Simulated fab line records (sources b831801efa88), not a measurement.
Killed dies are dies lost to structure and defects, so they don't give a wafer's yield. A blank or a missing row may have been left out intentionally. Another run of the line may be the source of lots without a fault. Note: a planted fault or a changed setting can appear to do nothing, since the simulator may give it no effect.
Code-filled problem report in 8D (eight disciplines) form -- flow sky130 -- the parts of the form that need people (team, actions taken, sign-off) are left out

== 1. WHAT IS WRONG ==
oes_product_au at SKY_METAL3_ETCH_16 reads a mean of 0.601 a.u. on 2 wafers of 2 lots; wafers without a fault read 0.626 a.u. with a standard deviation of 0.0047. Measured from the usual mean, that is -5.4 standard deviations.
The step: etches BARC in N2/H2, stops on SiO2, time 88.2 s, target depth 60 nm.
Earliest sighting: wafer L958.3 on rie_metal-01 at day 40 11:25. At this step, 32 wafers from 11 lots have a number in the record. Rule for "out" (also "out of limits"): further than 4 standard deviations from the usual mean. The rest of the wafers with a number are treated as sound.

== 2. WHAT THIS IS AND IS NOT ==
question,is,is not
which readings at this step,oes_product_au,"bias_w, drypump_motor_current_A, he_backside_leak_sccm, rf_fwd_power_W, throttle_valve_pct"
which lots,"L958, L962","L954, L955, L956, L957, L968, L973, L974, L975, L976"
which wafers of those lots,"L958.3, L962.6","L958.4, L958.5, L962.4"
read on which tools,"rie_metal-01, rie_metal-03",rie_metal-02
when,from day 40 11:25,"up to then (14 sound wafers); but 16 sound wafers of L962, L968, L973, L974, L975, L976 came after"

== 3. SUSPECTS, AND WHAT RULES EACH OUT ==
Counting: a tool at a process step up to the reading stays a suspect if it ran every lot that is out. Sound lots after the first of them don't rule it out here, since some wafers of a struck lot are sound.
- litho_track-02 at SKY_METAL3_COAT_07 (resist thk 60 nm): kept. Every lot that is out went through it, the first being L958 (day 40 00:01); the last sound lot it ran before that was L957 (day 39 10:32).
Left after counting: litho_track-02 at SKY_METAL3_COAT_07.

== 4. THE CAUSE (what the simulator had put in) ==
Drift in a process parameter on litho_track-02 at SKY_METAL3_COAT_07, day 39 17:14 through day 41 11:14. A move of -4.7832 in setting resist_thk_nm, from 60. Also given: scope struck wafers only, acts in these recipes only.
Counting left only this tool.

== 5. SEQUENCE OF EFFECTS, ordered by route ==
One row per reading whose mean, taken over the struck wafers that have a number, lies over 3 standard deviations from the usual. Readings are gone through only where the record gives a usual standard deviation; hours: the median, over the lots, of the time from a lot's start at the first step in this table giving one to that lot's start at this step; sigmas: the change measured in usual standard deviations.
hours,step,reading,usual,on struck wafers,change,sigmas
0,SKY_METAL3_ETCH_16,oes_product_au,0.626 a.u.,0.601,-0.025,-5.4
Process steps it contains:
- SKY_METAL3_ETCH_16: etches BARC in N2/H2, stops on SiO2, time 88.2 s, target depth 60 nm.

== 6. HOW IT WOULD HAVE BEEN CAUGHT EARLIER ==
In this record the first reading out of limits was taken at day 40 11:25, 18 hours after the fault began at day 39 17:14.
Of the lots that are out (2), L962 began SKY_METAL3_COAT_07 on litho_track-02 after day 40 11:25. Putting the tool on hold at that point would have spared it.
